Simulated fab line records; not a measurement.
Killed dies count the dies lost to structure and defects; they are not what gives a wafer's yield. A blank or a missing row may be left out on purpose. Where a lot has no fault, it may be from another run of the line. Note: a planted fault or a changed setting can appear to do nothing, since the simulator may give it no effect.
The tool behind it: which one?    flow sky130    12 lots, 36 wafers sampled, at 2 steps of a route of 708

## WHAT EACH GAUGE READ, for each wafer
SKY_VIA1_CD_MEAS_12 targets a cd of 150 nm.
lot   measured      on        cdNm (nm)
L075  day 33 22:59  cdSem-01  149.5 149.2 149.4
L077  day 34 23:35  cdSem-02  149.8 148.1 149.5
L078  day 35 15:26  cdSem-01  149.2 149.1 149.7
L084  day 38 04:59  cdSem-02  151.3 151.8 151.6
L081  day 38 07:46  cdSem-01  148.2 149.4 148.7
L087  day 38 08:28  cdSem-01  149.0 150.7 148.8
L083  day 38 08:48  cdSem-01  147.9 148.5 146.7
L089  day 38 09:55  cdSem-02  146.7 148.3 144.5
L091  day 39 01:49  cdSem-02  152.7 153.8 152.7
L093  day 39 17:57  cdSem-01  150.2 151.1 149.4
L095  day 40 00:48  cdSem-01  150.9 149.7 150.4
L097  day 41 13:19  cdSem-01  147.5 148.1 146.8

## WHAT TOOL EACH LOT RAN ON (gives the tool, then ch and the chambers of the sampled wafers, and finally the start)
lot   SKY_METAL1_DESCUM_17
L075  rieMetal-03 ch 0,1, day 32 18:43
L077  rieMetal-04 ch 0,1, day 33 20:09
L078  rieMetal-01 ch 0,1, day 34 11:26
L084  rieMetal-04 ch 0,1, day 37 00:59
L081  rieMetal-01 ch 0,1, day 37 04:20
L087  rieMetal-01 ch 0,1, day 37 05:07
L083  rieMetal-03 ch 0,1, day 37 06:04
L089  rieMetal-04 ch 0,1, day 37 06:46
L091  rieMetal-03 ch 0,1, day 37 22:07
L093  rieMetal-03 ch 0,1, day 38 15:31
L095  rieMetal-04 ch 1, day 38 22:28
L097  rieMetal-03 ch 0,1, day 40 11:58
- SKY_METAL1_DESCUM_17: chemistry O2, time 8 s.

## THE ANSWER, worked out from the rows above alone
Rule: the usual values come from the lots themselves. Put in order of their means at a reading, lots are off if they are a third of the lots or fewer, leave a main group of 4 or more, and stand apart from it by a gap of 3 or more times the standard deviation of the main group's means; of several such gaps the widest counts. The tables above print the reading to a certain number of digits; a main group whose means all agree to those digits is not used. A lot without any number at a reading at which 4 lots or more have one is off too. Where the step has rows for the other lots, those lots are counted as sound.
No lot is off on any of the readings shown, so nothing can be concluded from this.

## WHAT THE SIMULATOR HAD INSERTED
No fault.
